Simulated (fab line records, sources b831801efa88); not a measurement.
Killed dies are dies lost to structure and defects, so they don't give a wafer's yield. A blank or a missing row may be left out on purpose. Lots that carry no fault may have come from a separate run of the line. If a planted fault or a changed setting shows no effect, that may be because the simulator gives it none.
Struck lot and sound lot, side by side | flow sky130 | 15 out of 708 route steps
Sound: wafers L671.2, L671.3, L671.6. Wafers L684.2, L684.4, L684.5 were the ones struck. Last of all comes the cause.
At each step with rows: each side's tool, then ch and its chambers, then its first start. Under that, the readings that differ: sound wafers | struck wafers | difference of the means | sigmas: that difference in standard deviations of wafers without a fault.
alike: readings whose means differ by less than 2 such deviations, and words and numbers that are the same on both sides. not compared: withheld readings, readings that some wafer has no value for, bounds like >300 that may hide the same value, and numbers for which the record gives no deviation and whose values overlap.
Wherever a step has rows on one side only, a row that says differs or no value, or a row with sigmas, the two part there. When numbers do not overlap yet have no deviation, they are printed without sigmas and do not part them. Lack of a reading on every wafer of one side parts them only where that side has two or more wafers.

first, 4 steps without rows for these wafers: SKY_LDD_HVP_SOFTBAKE_03 (time 60 s); SKY_LDD_HVP_EXPOSE_04 (exposes mask HVPTM, target cd 700 nm); SKY_LDD_HVP_PEB_05; SKY_LDD_HVP_DEVELOP_06 (develop time 60 s).
SKY_LDD_HVP_OVL_MEAS_07:
  sound on overlay-02, day 22 12:31; struck on overlay-01, day 27 12:07
  alike: LDD_HVP_OVL
next, for these wafers, 1 step has no rows: SKY_LDD_HVP_IMPLANT_08.
SKY_LDD_HVP_STRIP_09: strips in O2/N2.
  sound on plasma asher-02 ch 0,1, day 22 12:42; struck on plasma asher-02 ch 1, day 27 12:18
  alike: drypump motor current A, n2 flow sccm, oes product au, strip time to endpoint s
  not compared: rf hours counter h
SKY_LDD_HVP_TW_MEAS_10:
  sound on film metro-01, day 22 12:49; struck on film metro-02, day 27 12:25
  alike: LDD_HVP_TW
then, 4 steps without rows for these wafers: SKY_LDD_LDN_DEHYDRATE_00 (time 60 s); SKY_LDD_LDN_HMDS_01 (prime time 60 s); SKY_LDD_LDN_COAT_02 (resist thk 1140 nm); SKY_LDD_LDN_SOFTBAKE_03 (time 60 s).
SKY_LDD_LDN_EXPOSE_04: exposes mask LDNTM, target cd 700 nm.
  sound on iline stepper-02 ch 0, day 23 04:29; struck on iline stepper-02 ch 0, day 28 02:50
  reading | sound                   | struck                           | difference | sigmas
  mask    | LDNTM#0 LDNTM#0 LDNTM#0 | LDNTM_R1#0 LDNTM_R1#0 LDNTM_R1#0 | differs    |
  alike: focus offset nm
next, for these wafers, 1 step has no rows: SKY_LDD_LDN_PEB_05.
-- record jumps: 22 days separate the struck wafers' starts on either side; left off in module LDD_LDN, taken up again in module PAD_OPEN, whose first shown step is the route's number 708 --
SKY_PAD_OPEN_PROBE_99:
  sound on prober-02, day 46 15:25; struck on prober-01, day 50 00:41
  reading             | sound     | struck      | difference | sigmas
  killed at front end | 21 13 15  | 95 110 91   | +82        | +18
  killed dies         | 106 88 91 | 181 166 152 | +71        | +6
  killed on rim       | 28 16 19  | 66 65 57    | +42        | +9
  alike: killed_at_M0_to_M3, killed_at_M4_up, killed at contacts, killed at other, killed open, killed short

## WHERE THEY PART
At SKY_LDD_LDN_EXPOSE_04 first; at SKY_PAD_OPEN_PROBE_99 last (within this record only).

WHY: what had been put in by the simulator
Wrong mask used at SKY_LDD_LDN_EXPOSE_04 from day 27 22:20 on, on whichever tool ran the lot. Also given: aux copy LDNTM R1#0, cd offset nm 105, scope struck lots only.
